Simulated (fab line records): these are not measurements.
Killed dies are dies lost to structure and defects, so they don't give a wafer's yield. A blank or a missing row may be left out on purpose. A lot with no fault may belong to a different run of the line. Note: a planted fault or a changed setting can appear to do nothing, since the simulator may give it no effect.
The tool behind it: which one?	flow gf180mcu	12 lots, 36 wafers sampled, at 4 steps of a route of 602

WHAT EACH GAUGE READ, for each wafer
GF_V5_THK_MEAS_25: measures by xrf.
lot	measured	on	V5_W_THK (nm)
L400	day 27 20:45	film metro-02	372 376 377
L403	day 28 13:24	film metro-03	378 376 370
L408	day 30 01:15	film metro-01	370 372 364
L409	day 30 13:49	film metro-01	369 367 366
L410	day 30 14:30	film metro-02	360 371 367
L412	day 31 09:08	film metro-03	374 376 374
L413	day 31 13:54	film metro-03	374 367 374
L414	day 31 22:30	film metro-03	379 377 376
L416	day 32 07:29	film metro-02	376 381 375
L417	day 32 20:17	film metro-03	377 374 374
L420	day 33 04:56	film metro-02	382 369 370
L422	day 33 14:17	film metro-02	374 377 368

GF_PASSIVATION_THK_MEAS_01.
lot	measured	on	PASSIVATION_CVD_00_THK (nm)
L400	day 28 17:55	film metro-02	992 1010 1001
L403	day 29 13:11	film metro-04	977 988 991
L408	day 30 21:07	film metro-01	618 640 632
L409	day 31 09:15	film metro-01	632 637 659
L410	day 31 10:42	film metro-04	981 981 1005
L412	day 32 03:44	film metro-01	1004 1002 1011
L413	day 32 07:42	film metro-02	998 1008 999
L414	day 32 16:28	film metro-01	1009 1019 1019
L416	day 33 00:58	film metro-04	985 990 1012
L417	day 33 14:13	film metro-01	1001 996 1006
L420	day 33 22:04	film metro-04	1010 1003 1021
L422	day 34 06:11	film metro-02	1005 1004 1027

EACH LOT AND THE TOOL THAT RAN IT (in order: tool; ch and the chambers of the sampled wafers; start)
lot	GF_V5_ETCH_16	GF_PASSIVATION_CVD_00
L400	rie diel-02 ch 0,1,2, day 27 19:44	pecvd-03 ch 0,1,2, day 28 17:50
L403	rie diel-02 ch 1,2, day 28 12:23	pecvd-03 ch 0,1,2, day 29 13:07
L408	rie diel-02 ch 0,1,3, day 30 00:08	pecvd-03 ch 0,1,2, day 30 21:02
L409	rie diel-03 ch 0,1,3, day 30 12:46	pecvd-03 ch 0,1,2, day 31 09:10
L410	rie diel-03 ch 1,2,3, day 30 13:29	pecvd-02 ch 0,1,2, day 31 10:37
L412	rie diel-03 ch 0,1,2, day 31 08:08	pecvd-04 ch 0,2, day 32 03:40
L413	rie diel-03 ch 2,3, day 31 12:52	pecvd-02 ch 0,2, day 32 07:37
L414	rie diel-02 ch 2,3, day 31 21:29	pecvd-04 ch 0,2, day 32 16:23
L416	rie diel-02 ch 0,1,2, day 32 06:28	pecvd-02 ch 0,2, day 33 00:53
L417	rie diel-01 ch 2,3, day 32 19:02	pecvd-04 ch 1,2, day 33 14:08
L420	rie diel-03 ch 1,2,3, day 33 03:56	pecvd-04 ch 0,2, day 33 21:59
L422	rie diel-01 ch 0,1,2, day 33 13:11	pecvd-04 ch 0,1, day 34 06:05
- GF_V5_ETCH_16: etches BARC in N2/H2.
- GF_PASSIVATION_CVD_00: deposits SiO2 from TEOS, target thk 1000 nm, time 111.95 s.

WHAT THE TOOLS THEMSELVES READ (means of the sampled wafers that have a number; where no wafer has one, the mark that the record gives instead)
GF_V5_ETCH_16.
lot	tool	drypump motor current A (A)	oes product au (a.u.)	throttle valve pct (%)
L400	rie diel-02	5.5	0.855	13.224
L403	rie diel-02	5.4	0.858	13.223
L408	rie diel-02	5.6	0.858	13.221
L409	rie diel-03	5.8	0.854	13.222
L410	rie diel-03	5.9	0.857	13.228
L412	rie diel-03	5.7	0.857	13.221
L413	rie diel-03	6.0	0.852	13.226
L414	rie diel-02	5.9	0.854	13.226
L416	rie diel-02	5.5	0.850	13.227
L417	rie diel-01	5.4	0.850	13.229
L420	rie diel-03	5.9	0.859	13.216
L422	rie diel-01	5.4	0.855	13.222

GF_PASSIVATION_CVD_00.
lot	tool	heater power outer w (W)	heater power w (W)
L400	pecvd-03	365	637
L403	pecvd-03	398	673
L408	pecvd-03	341	596
L409	pecvd-03	387	681
L410	pecvd-02	338	636
L412	pecvd-04	323	535
L413	pecvd-02	404	752
L414	pecvd-04	296	525
L416	pecvd-02	364	683
L417	pecvd-04	340	592
L420	pecvd-04	323	541
L422	pecvd-04	326	516

THE ANSWER, worked out from the rows above alone
Rule: the usual values come from the lots themselves. The widest of any qualifying gaps counts: lots, ordered by their means at a reading, are off when they make up no more than a third of the lots, leave a main group of 4 or more, and stand apart from it by 3 or more times the standard deviation of that group's means. A main group whose means are all the same, to the digits that the tables above print for the reading, isn't used. A lot without any number at a reading at which 4 lots or more have one is off too. Where the step has rows for the other lots, those lots are counted as sound. Order of review: gauges by route order, followed by the tools' own readings, for which a lot's mean as printed above is used. At the first step where some lot is off, the reading lying furthest off is the one used; lots without a number count as furthest.
Off: L408, L409, seen at GF_PASSIVATION_THK_MEAS_01 (PASSIVATION_CVD_00_THK). Main group: mean 1002 nm, sd 9.4.
A tool fits if, at a process step before that reading, it ran every lot that is off, and no sound lot after the first of them. The gauges at GF_PASSIVATION_THK_MEAS_01 are tried like those tools. One fits: pecvd-03 at GF_PASSIVATION_CVD_00. A fault onset in the window from L403 (day 29 13:07, its last sound lot) to L408 (day 30 21:02, its first lot off) fits.

WHAT WAS PUT IN BY THE SIMULATOR
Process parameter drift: pecvd-03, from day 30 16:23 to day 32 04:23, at GF_PASSIVATION_CVD_00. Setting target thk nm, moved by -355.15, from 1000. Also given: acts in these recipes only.
Lots struck among those shown: L408, L409. The same result came from the rule above.
